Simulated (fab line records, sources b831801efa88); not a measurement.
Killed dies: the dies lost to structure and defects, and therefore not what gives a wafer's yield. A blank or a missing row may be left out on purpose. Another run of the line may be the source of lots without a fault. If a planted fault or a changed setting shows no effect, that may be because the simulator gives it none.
Which tool was responsible?	flow sky130	Sampling: 10 lots, 30 wafers, 3 of 708 route steps

WHAT THE GAUGES SHOWED, per wafer
SKY_VIA2_RS_MEAS_22: the measuring method here is four-point-probe.
lot	measured	on	VIA2_W_RS (ohm/sq)
L517	day 36 19:08	film_metro-04	0.2769 0.2772 0.2776
L518	day 37 00:00	film_metro-02	0.2802 0.2805 0.2795
L522	day 38 21:27	film_metro-01	0.1806 0.2803 0.2784
L524	day 39 02:33	film_metro-04	0.2789 0.1820 0.2773
L528	day 40 06:52	film_metro-04	0.2714 0.2730 0.2734
L531	day 41 15:44	film_metro-02	0.2722 0.2746 0.2720
L534	day 41 22:12	film_metro-02	0.2783 0.2781 0.2745
L537	day 42 09:16	film_metro-04	0.2732 0.2710 0.2753
L538	day 43 02:02	film_metro-04	0.2768 0.2778 0.2753
L539	day 43 05:02	film_metro-04	0.2713 0.2716 0.2707

EACH LOT AND THE TOOL THAT RAN IT (in order: tool; ch and the chambers of the sampled wafers; start)
lot	SKY_METAL1_DESCUM_17	SKY_VIA2_CVD_21
L517	rie_metal-04 ch 0,1, day 33 05:31	cvd_w-01 ch 0,1, day 36 19:01
L518	rie_metal-04 ch 0,1, day 33 11:23	cvd_w-02 ch 0,1, day 36 23:52
L522	rie_metal-03 ch 0,1, day 35 10:19	cvd_w-02 ch 0,1, day 38 21:18
L524	rie_metal-03 ch 0,1, day 35 17:07	cvd_w-02 ch 0,1, day 39 02:25
L528	rie_metal-03 ch 0,1, day 36 21:49	cvd_w-01 ch 0,1, day 40 06:44
L531	rie_metal-04 ch 0,1, day 38 07:47	cvd_w-01 ch 0,1, day 41 15:37
L534	rie_metal-03 ch 0,1, day 38 14:47	cvd_w-01 ch 0,1, day 41 22:04
L537	rie_metal-04 ch 0,1, day 39 04:25	cvd_w-01 ch 0,1, day 42 09:07
L538	rie_metal-01 ch 0,1, day 39 21:01	cvd_w-01 ch 0,1, day 43 01:54
L539	rie_metal-01 ch 0,1, day 39 23:34	cvd_w-02 ch 0,1, day 43 04:55
- SKY_METAL1_DESCUM_17: chemistry O2, time 8 s.
- SKY_VIA2_CVD_21: deposits W, target thk 420 nm, time 126.4 s.

THE ANSWER, worked out from the rows above alone
Rule: what is usual is taken from the lots themselves. Put in order of their means at a reading, lots are off if they are a third of the lots or fewer, leave a main group of 4 or more, and stand apart from it by a gap of 3 or more times the standard deviation of the main group's means; of several such gaps the widest counts. A main group is skipped when, at the precision printed for the reading in the tables above, its means are all equal. Also off: a lot with no number at a reading for which 4 or more lots have one. The other lots that the step has rows for count as sound.
Off: at SKY_VIA2_RS_MEAS_22 (VIA2_W_RS), L522, L524. The main group has a mean of 0.2751 ohm/sq with a standard deviation of 0.0028.
A tool fits if, at a process step before that reading, it ran every lot that is off, and no sound lot after the first of them. Those tools and the gauges at SKY_VIA2_RS_MEAS_22 are tried in the same way. Of those tried, none fits.

WHAT WAS PUT IN BY THE SIMULATOR
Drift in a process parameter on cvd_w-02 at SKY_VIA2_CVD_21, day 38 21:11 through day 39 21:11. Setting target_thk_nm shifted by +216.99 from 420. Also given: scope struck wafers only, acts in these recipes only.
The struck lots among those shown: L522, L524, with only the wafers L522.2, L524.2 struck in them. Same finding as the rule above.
